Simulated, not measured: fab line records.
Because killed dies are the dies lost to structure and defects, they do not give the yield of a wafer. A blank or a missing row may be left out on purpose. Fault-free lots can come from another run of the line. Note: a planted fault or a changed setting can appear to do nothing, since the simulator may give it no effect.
One fault seen from 2 desks ; flow gf180mcu ; every desk sees just its own numbers, and what lay behind them comes last

## FOR THE TOOL OWNER'S DESK: iline-stepper-01
The tool's own readings at GF_TOP_METAL_EXPOSE_11 (exposes mask MetalTop, target cd 440 nm): means of the sampled wafers that have a number, for each lot that ran on this tool. The brackets show how far a lot's mean lies from the usual mean; more than 4 standard deviations puts the lot out of limits, marked OUT.
Columns: A = reticle-temp-C at GF_TOP_METAL_EXPOSE_11, usual 23.01 C
lot;first seen here;A
L918;day 27 22:50;22.90
L922;day 29 09:15;22.98
L925;day 30 06:01;23.21
L926;day 30 08:53;22.93
L927;day 30 18:40;23.10
L928;day 30 20:26;23.03
L930;day 31 14:20;23.05
L939;day 33 19:30;23.08
L938;day 33 21:19;23.02
This desk's verdict: no lot among the 9 shows anything out of limits.

## FROM THE METROLOGY DESK
What the gauges read, lot by lot, whatever tool the lot ran on: means of the sampled wafers that have a number. The brackets show how far a lot's mean lies from the usual mean; more than 4 standard deviations puts the lot out of limits, marked OUT.
Columns: A = TOP_METAL_OVL at GF_TOP_METAL_OVL_MEAS_15, usual -0.9 nm
lot;first seen here;A
L918;day 28 08:02;-2.6
L919;day 28 18:13;0.8
L922;day 29 18:19;-1.2
L924;day 30 03:23;-1.6
L925;day 30 14:59;-2.2
L926;day 30 17:58;-0.9
L927;day 31 03:17;1.3
L928;day 31 05:38;-1.9
L930;day 31 22:56;-0.5
L939;day 34 02:59;7.9 (+5.8) OUT
L938;day 34 04:22;5.4 (+4.2) OUT
This desk finds L938, L939 out of limits, with the earliest case on L939 at day 34 02:59 (TOP_METAL_OVL at GF_TOP_METAL_OVL_MEAS_15). L918, L919, L922, L924, L925, L926, L927, L928, L930 stayed within limits.

## BROUGHT TOGETHER
The metrology desk could have raised an alarm at day 34 02:59, on L938, L939.
The desk of the tool owner found nothing out of limits.
Tool owner's desk: L938, L939 on record, inside its limits.
On iline-stepper-01, each named lot ran GF_TOP_METAL_EXPOSE_11.

## WHAT THE SIMULATOR HAD PUT IN
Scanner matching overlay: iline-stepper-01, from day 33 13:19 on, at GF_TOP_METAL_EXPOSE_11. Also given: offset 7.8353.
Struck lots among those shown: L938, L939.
Delay in hours, fault start to first out-of-limits reading, per desk: metrology desk 14.
